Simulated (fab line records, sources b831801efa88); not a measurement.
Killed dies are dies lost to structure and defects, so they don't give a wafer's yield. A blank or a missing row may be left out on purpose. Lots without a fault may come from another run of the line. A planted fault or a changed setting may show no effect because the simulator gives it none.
Which tool did it? | flow gf180mcu | 14 lots, 42 wafers sampled, at 1 step of a route of 602

WHAT THE GAUGES READ, wafer by wafer
The record holds no reading of a measuring or inspecting step that can be judged against a usual standard deviation.

WHICH TOOL RAN EACH LOT (tool, then ch and the chambers of the sampled wafers, then the start)
lot  | GF_HV_LDD_STRIP_22
L586 | plasma_asher-02 ch 0,1, day 10 15:12
L588 | plasma_asher-02 ch 0,1, day 11 10:43
L589 | plasma_asher-04 ch 0,1, day 11 15:58
L590 | plasma_asher-04 ch 1, day 11 23:04
L591 | plasma_asher-03 ch 0,1, day 12 08:17
L593 | plasma_asher-04 ch 0,1, day 13 01:08
L595 | plasma_asher-02 ch 0, day 13 17:23
L596 | plasma_asher-04 ch 0,1, day 14 04:31
L603 | plasma_asher-04 ch 0,1, day 16 02:43
L604 | plasma_asher-04 ch 0,1, day 16 09:34
L605 | plasma_asher-02 ch 0,1, day 16 18:56
L606 | plasma_asher-02 ch 0,1, day 17 00:22
L607 | plasma_asher-02 ch 0,1, day 17 11:23
L609 | plasma_asher-03 ch 0,1, day 18 02:53
- GF_HV_LDD_STRIP_22: strips in O2/N2.

WHAT THE TOOLS THEMSELVES READ (means of the sampled wafers that have a number; where no wafer has one, the mark that the record gives instead)
GF_HV_LDD_STRIP_22. Usual: drypump_motor_current_A 5.7 A, standard deviation 0.34; heater_power_w 322 W, standard deviation 30; o2_flow_sccm 3000 sccm, standard deviation 9.1; oes_product_au 0.716 a.u., standard deviation 0.0049; platen_temp_c 250.05 C, standard deviation 0.17; strip_time_to_endpoint_s 12.789 s, standard deviation 0.023.
lot  | tool            | drypump_motor_current_A (A) | heater_power_w (W) | o2_flow_sccm (sccm) | oes_product_au (a.u.) | platen_temp_c (C) | strip_time_to_endpoint_s (s) | flag
L586 | plasma_asher-02 | 5.9                         | 339                | 2998                | 0.720                 | 249.96            | 12.817                       |
L588 | plasma_asher-02 | 6.0                         | 338                | 3000                | 0.716                 | 250.20            | 12.780                       |
L589 | plasma_asher-04 | 5.4                         | 288                | 2995                | 0.717                 | 250.04            | 12.810                       |
L590 | plasma_asher-04 | 5.3                         | 281                | 2995                | 0.717                 | 250.10            | 12.808                       |
L591 | plasma_asher-03 | 5.2                         | 324                | 3001                | 0.715                 | 250.15            | 12.788                       |
L593 | plasma_asher-04 | 5.4                         | 286                | 3002                | 0.716                 | 250.25            | 12.790                       |
L595 | plasma_asher-02 | 5.9                         | 323                | 3005                | 0.716                 | 250.08            | 12.783                       |
L596 | plasma_asher-04 | 5.4                         | 290                | 3002                | 0.712                 | 249.96            | 12.766                       |
L603 | plasma_asher-04 | 5.6                         | 297                | 2388                | 0.712                 | 250.06            | 12.903                       | OFF
L604 | plasma_asher-04 | 5.4                         | 291                | 2403                | 0.706                 | 249.95            | 12.890                       | OFF
L605 | plasma_asher-02 | 5.9                         | 342                | 3003                | 0.717                 | 250.26            | 12.794                       |
L606 | plasma_asher-02 | 5.9                         | 344                | 2995                | 0.715                 | 249.94            | 12.776                       |
L607 | plasma_asher-02 | 6.0                         | 349                | 3003                | 0.716                 | 250.00            | 12.790                       |
L609 | plasma_asher-03 | 5.2                         | 323                | 3002                | 0.719                 | 249.99            | 12.806                       |

THE ANSWER, worked out from the rows above alone
Rule: a lot is off if the mean of its wafers that have a number lies more than 3 standard deviations from the usual mean. A lot without any number at a reading at which 4 lots or more have one is off too. The other lots that the step has rows for count as sound. The gauges are gone through in route order, then the tools' own readings, and for those a lot's mean is taken as printed above. The first step at which some lot is off is used, and at that step the reading that is off furthest; a lot without a number counts as furthest.
Off: L603, L604, at GF_HV_LDD_STRIP_22 (o2_flow_sccm).
A tool fits if, at that step or a process step before it, it ran every lot that is off, and no sound lot after the first of them. One fits: plasma_asher-04 at GF_HV_LDD_STRIP_22. Its last sound lot is L596 (day 14 04:31), its first lot that is off L603 (day 16 02:43): a fault that began between those two fits.
The tool's own readings at GF_HV_LDD_STRIP_22 bear it out: on the lots that are off they differ by more than 5 times the standard deviation of the sound lots' means. o2_flow_sccm reads 2396 sccm there against 3000 sccm on the sound lots; strip_time_to_endpoint_s reads 12.896 s there against 12.792 s on the sound lots.

WHAT THE SIMULATOR HAD PUT IN
Process parameter drift: plasma_asher-04, from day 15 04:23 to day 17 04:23, at GF_HV_LDD_STRIP_22. Setting o2_flow_sccm, moved by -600, from 3000. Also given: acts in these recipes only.
Lots struck among those shown: L603, L604. The rule above found the same.
